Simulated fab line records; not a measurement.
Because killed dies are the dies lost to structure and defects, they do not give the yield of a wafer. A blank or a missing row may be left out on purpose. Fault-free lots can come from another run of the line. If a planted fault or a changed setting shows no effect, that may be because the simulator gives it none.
Code-filled problem report in 8D (eight disciplines) form || flow sky130 || the parts of the form that need people (team, actions taken, sign-off) are left out

== 1. PROBLEM STATEMENT ==
At SKY_VIA2_ETCH_14, oesProductAu averages 0.964 a.u. over 2 wafers from 2 lots, while fault-free wafers read 0.853 a.u., standard deviation 0.005. That puts it +22 standard deviations away from the usual mean.
The step: etches BARC in N2/H2, stops on SiO2, time 45.9 s, target depth 60 nm.
Seen first at day 41 04:46 on rieDiel-02, wafer L732.2. The record has a number at this step for 41 wafers belonging to 14 lots. The rule behind "out" and "out of limits": a value lying over 4 standard deviations away from the usual mean. The rest of the wafers with a number are treated as sound.

== 2. WHAT IT IS; WHAT IT IS NOT ==
{"question": "which readings at this step", "is": "oesProductAu, runLengthS", "is not": "drypumpMotorCurrentA"}
{"question": "which lots", "is": "L732, L733", "is not": "L719, L720, L721, L722, L723, L724, L725, L728, L734, L735, L736, L739"}
{"question": "which wafers of those lots", "is": "L732.2, L733.4", "is not": "L732.4, L732.5, L733.3, L733.5"}
{"question": "read on which tools", "is": "rieDiel-02", "is not": "rieDiel-01, rieDiel-04"}
{"question": "when", "is": "from day 41 04:46", "is not": "up to then (25 sound wafers); but 14 sound wafers of L733, L734, L735, L736, L739 came after"}

== 3. SUSPECTS, AND WHAT RULES EACH OUT ==
Counting: any tool at a process step up to the reading remains a suspect provided it ran every lot that is out. Sound lots after the first of them don't rule it out here, since some wafers of a struck lot are sound.
- cmp-02 at SKY_VIA2_CMP_02 (polishes SiO2): kept. Ran every lot that is out, first one L732 (day 40 03:45); last sound lot up to then L724 (day 37 08:11).
- rieDiel-02 at SKY_VIA2_ETCH_14 (etches BARC in N2/H2, stops on SiO2, time 45.9 s, target depth 60 nm): kept. Ran every lot that is out, first one L732 (day 41 04:46); last sound lot up to then L725 (day 39 00:58). Out on those wafers are its own readings of oesProductAu, runLengthS.
- Within cmp-02 at SKY_VIA2_CMP_02: the wafers that are out ran in chambers 1, 2; their sound lot-mates ran in chambers 0, 3.
- rieDiel-02, SKY_VIA2_ETCH_14: wafers that are out in chamber 1, sound lot-mates in chambers 0, 2, 3.
After counting, cmp-02 at SKY_VIA2_CMP_02 and rieDiel-02 at SKY_VIA2_ETCH_14 remain.

== 4. THE CAUSE (what the simulator had put in) ==
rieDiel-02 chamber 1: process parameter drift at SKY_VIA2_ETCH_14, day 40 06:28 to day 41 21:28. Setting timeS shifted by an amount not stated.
Of the 2 suspects that counting leaves, this tool is one.

== 5. THE CHAIN OF EFFECTS, in route order ==
One row per reading whose mean, taken over the struck wafers that have a number, lies over 3 standard deviations from the usual. Only readings whose record carries a usual standard deviation are examined. hours: median over the lots of the time between each lot's start at the first step of this table that gives one and its start at this step. sigmas: the change, counted in usual standard deviations.
{"hours": 0, "step": "SKY_VIA2_ETCH_14", "reading": "oesProductAu", "usual": "0.853 a.u.", "on struck wafers": 0.964, "change": "+0.111", "sigmas": "+22"}
{"hours": 0, "step": "SKY_VIA2_ETCH_14", "reading": "runLengthS", "usual": "74.1 s", "on struck wafers": 68.4, "change": -5.7, "sigmas": -12}
Its process steps:
- SKY_VIA2_ETCH_14: etches BARC in N2/H2, stops on SiO2, time 45.9 s, target depth 60 nm.
At these later measuring or inspecting steps, every struck wafer for which the step has a row has a number for every such reading, and none has moved that far: SKY_VIA2_RS_MEAS_22.

== 6. WHAT WOULD HAVE CAUGHT IT SOONER ==
In this record the first reading out of limits was taken at day 41 04:46, 22 hours after the fault began at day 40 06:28.
